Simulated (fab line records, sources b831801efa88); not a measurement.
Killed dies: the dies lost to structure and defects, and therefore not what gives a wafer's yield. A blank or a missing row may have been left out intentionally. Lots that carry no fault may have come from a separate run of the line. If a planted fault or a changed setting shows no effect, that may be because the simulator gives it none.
Check for tools in common ; flow sky130 ; Lots sampled 14, wafers sampled 42

== REASON FOR OPENING ==
SKY_SD_N_TW_MEAS_12, reading SD_N_TW: flagged on 2 of 14 lots. No-fault wafers: 4023, standard deviation 38.
Rule: flag the lot when none of its wafers has a number, or when each of its wafers that has one lies beyond 4 standard deviations from that mean. All remaining lots are regarded as sound.

lot;measured;on;SD_N_TW, wafer by wafer;flag
L295;day 29 03:38;film_metro-04;4026 4012 4007;
L297;day 29 05:31;film_metro-04;3989 4010 3988;
L299;day 29 09:06;film_metro-02;4069 4066 4062;
L300;day 29 19:18;film_metro-01;3989 3989 4004;
L301;day 30 10:08;film_metro-02;4053 4069 4086;
L302;day 30 20:32;film_metro-01;3975 3987 3985;
L306;day 31 23:44;film_metro-02;31 31 31;FLAGGED
L307;day 32 10:51;film_metro-01;30 30 30;FLAGGED
L308;day 32 10:58;film_metro-02;4064 4051 4047;
L310;day 33 07:01;film_metro-04;3981 4010 4002;
L311;day 33 13:02;film_metro-04;3990 3974 3994;
L312;day 33 17:15;film_metro-02;4064 4067 4046;
L315;day 35 15:10;film_metro-02;4026 4015 4040;
L316;day 36 10:10;film_metro-04;4013 4040 4040;
The numbers of the flagged lots are 30 on average: -3992 against the usual, or -99 or more standard deviations.

== WHICH TOOL RAN EACH LOT ==
Before the reading, the record contains 3 process steps out of a 708-step route. Every cell lists first the tool, next ch and the chambers used by the sampled wafers, and last the start.
lot;flag;SKY_POLY_CUT_STRIP_12;SKY_RES_XHIGH_STRIP_08;SKY_SD_N_STRIP_11
L295;;plasma_asher-02 ch 0,1, day 25 12:51;plasma_asher-03 ch 0,1, day 27 23:22;plasma_asher-03 ch 0,1, day 29 03:31
L297;;plasma_asher-01 ch 0,1, day 25 14:30;plasma_asher-02 ch 0,1, day 28 00:34;plasma_asher-04 ch 1, day 29 05:25
L299;;plasma_asher-04 ch 0,1, day 25 18:32;plasma_asher-01 ch 0,1, day 28 04:30;plasma_asher-03 ch 0,1, day 29 09:01
L300;;plasma_asher-02 ch 0,1, day 26 04:05;plasma_asher-03 ch 0,1, day 28 14:17;plasma_asher-03 ch 0,1, day 29 19:13
L301;;plasma_asher-02 ch 1, day 26 19:48;plasma_asher-03 ch 0,1, day 29 04:55;plasma_asher-04 ch 0,1, day 30 10:02
L302;;plasma_asher-01 ch 0,1, day 27 07:50;plasma_asher-03 ch 0, day 29 15:58;plasma_asher-04 ch 1, day 30 20:26
L306;FLAGGED;plasma_asher-01 ch 0,1, day 28 11:14;plasma_asher-03 ch 0,1, day 30 20:10;plasma_asher-04 ch 0,1, day 31 23:38
L307;FLAGGED;plasma_asher-01 ch 0,1, day 28 23:56;plasma_asher-02 ch 0,1, day 31 07:42;plasma_asher-02 ch 0,1, day 32 10:46
L308;;plasma_asher-04 ch 0,1, day 29 00:14;plasma_asher-01 ch 0,1, day 31 07:58;plasma_asher-03 ch 1, day 32 10:52
L310;;plasma_asher-02 ch 0,1, day 29 21:00;plasma_asher-02 ch 0,1, day 32 03:46;plasma_asher-03 ch 0,1, day 33 06:55
L311;;plasma_asher-01 ch 0,1, day 30 03:14;plasma_asher-03 ch 0,1, day 32 09:54;plasma_asher-03 ch 0,1, day 33 12:57
L312;;plasma_asher-04 ch 0,1, day 30 07:17;plasma_asher-02 ch 0,1, day 32 13:39;plasma_asher-02 ch 0,1, day 33 17:10
L315;;plasma_asher-01 ch 0,1, day 32 07:45;plasma_asher-02 ch 0,1, day 34 12:07;plasma_asher-02 ch 1, day 35 15:04
L316;;plasma_asher-01 ch 0,1, day 33 02:39;plasma_asher-01 ch 0,1, day 35 08:04;plasma_asher-04 ch 0,1, day 36 10:04
These steps, and what they do:
- SKY_POLY_CUT_STRIP_12: strips in O2/N2.
- SKY_RES_XHIGH_STRIP_08: strips in O2/N2.
- SKY_SD_N_STRIP_11: strips in O2/N2.
- SKY_SD_N_TW_MEAS_12

== FLAGGED OVER TOTAL, TOOL BY TOOL (the gauges that took the reading come last) ==
step;tool;lots run;flagged;share of the flagged lots;sound lots run after its first flagged lot
SKY_POLY_CUT_STRIP_12;plasma_asher-01;7;2;all;3 (L311,L315,L316)
SKY_POLY_CUT_STRIP_12;plasma_asher-02;4;0;none;-
SKY_POLY_CUT_STRIP_12;plasma_asher-04;3;0;none;-
SKY_RES_XHIGH_STRIP_08;plasma_asher-01;3;0;none;-
SKY_RES_XHIGH_STRIP_08;plasma_asher-02;5;1;some;3 (L310,L312,L315)
SKY_RES_XHIGH_STRIP_08;plasma_asher-03;6;1;some;1 (L311)
SKY_SD_N_STRIP_11;plasma_asher-02;3;1;some;2 (L312,L315)
SKY_SD_N_STRIP_11;plasma_asher-03;6;0;none;-
SKY_SD_N_STRIP_11;plasma_asher-04;5;1;some;1 (L316)
SKY_SD_N_TW_MEAS_12;film_metro-01;3;1;some;0
SKY_SD_N_TW_MEAS_12;film_metro-02;6;1;some;3 (L308,L312,L315)
SKY_SD_N_TW_MEAS_12;film_metro-04;5;0;none;-

== WHAT THE TABLE PERMITS ==
In the table, 1 row covers all flagged lots: plasma_asher-01 at SKY_POLY_CUT_STRIP_12.
- plasma_asher-01 at SKY_POLY_CUT_STRIP_12 ran 7 lots, 2 of them flagged. Sound lots followed the first flagged one (L311, L315, L316) on it, something a lasting fault affecting the whole tool could not allow.
Every row of the table either missed a flagged lot or ran a sound lot after the first.

== WHAT HAD BEEN PUT IN BY THE SIMULATOR ==
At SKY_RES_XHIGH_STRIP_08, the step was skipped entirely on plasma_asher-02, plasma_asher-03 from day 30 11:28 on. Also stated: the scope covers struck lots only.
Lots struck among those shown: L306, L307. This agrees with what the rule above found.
